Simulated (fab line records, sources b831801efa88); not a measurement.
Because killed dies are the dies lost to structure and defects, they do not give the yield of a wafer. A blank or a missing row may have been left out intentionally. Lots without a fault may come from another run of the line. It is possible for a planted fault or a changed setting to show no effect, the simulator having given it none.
Chamber matching + flow sfqLine + SFQ_TRILAYER_I0_CMP_CMP_028 on cmp-01: 4 sister chambers
The step polishes SiO2. 14 wafers are shown with their chamber, then 7 later ones without.

== WAFERS WITH THEIR CHAMBER ==
| wafer  | chamber | motorCurrentA (A) | timeToEndpointS (s) |
|--------|---------|-------------------|---------------------|
| L915.4 | 3       | 9.7               | 219                 |
| L915.5 | 3       | 9.8               | 226                 |
| L915.6 | 0       | 9.6               | 217                 |
| L917.1 | 0       | 10.3              | 217                 |
| L917.3 | 3       | 9.6               | 219                 |
| L917.4 | 1       | 10.1              | 215                 |
| L918.1 | 3       | 10.1              | 209                 |
| L918.2 | 0       | 10.5              | 208                 |
| L918.5 | 2       | 11.5              | 223                 |
| L921.3 | 0       | 10.0              | 201                 |
| L921.1 | 2       | 11.7              | 206                 |
| L921.5 | 0       | 10.4              | 204                 |
| L925.2 | 2       | 11.0              | 215                 |
| L925.3 | 3       | 9.8               | 212                 |

SIGNATURES (averages over the wafers above)
| reading         | chamber 0 | chamber 1 | chamber 2 | chamber 3 | scatter within a chamber |
|-----------------|-----------|-----------|-----------|-----------|--------------------------|
| motorCurrentA   | 10.160    | 10.100    | 11.400    | 9.800     | 0.305                    |
| timeToEndpointS | 209.40    | 215.00    | 214.67    | 217.00    | 7.35                     |
Rule: for each reading, subtract the chamber's mean from the wafer's reading, divide by that reading's scatter and square the result; add these up over the readings and take the root, which gives the wafer's distance from the chamber. If the next closest chamber is less than 2 further off than the closest, the wafer can't be placed; otherwise it belongs to the closest. How the scatter is found: for the shown wafers, subtract from each reading the mean of its chamber, square and add these, divide the total by (wafers less chambers), then take the root.

== WAFERS MISSING THEIR CHAMBER ==
| wafer  | motorCurrentA (A) | timeToEndpointS (s) |
|--------|-------------------|---------------------|
| L925.5 | 11.4              | 223                 |
| L932.1 | 9.8               | 206                 |
| L932.2 | 9.9               | 205                 |
| L932.5 | 9.8               | 210                 |
| L938.1 | 10.3              | 198                 |
| L938.2 | 9.6               | 197                 |
| L938.6 | 9.1               | 210                 |

== EACH ONE'S CHAMBER ==
| wafer  | from the rows above          | in truth |
|--------|------------------------------|----------|
| L925.5 | 2                            | 2        |
| L932.1 | can't be placed: 0 or 3 or 1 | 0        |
| L932.2 | can't be placed: 0 or 1 or 3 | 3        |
| L932.5 | can't be placed: 3 or 0 or 1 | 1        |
| L938.1 | can't be placed: 0 or 1 or 3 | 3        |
| L938.2 | can't be placed: 0 or 3 or 1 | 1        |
| L938.6 | can't be placed: 3 or 1 or 0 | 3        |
Correct placement for 1 of the 7. From these rows, 6 cannot be placed; in 6 the true chamber is one of the candidates. Wrongly placed: 0.
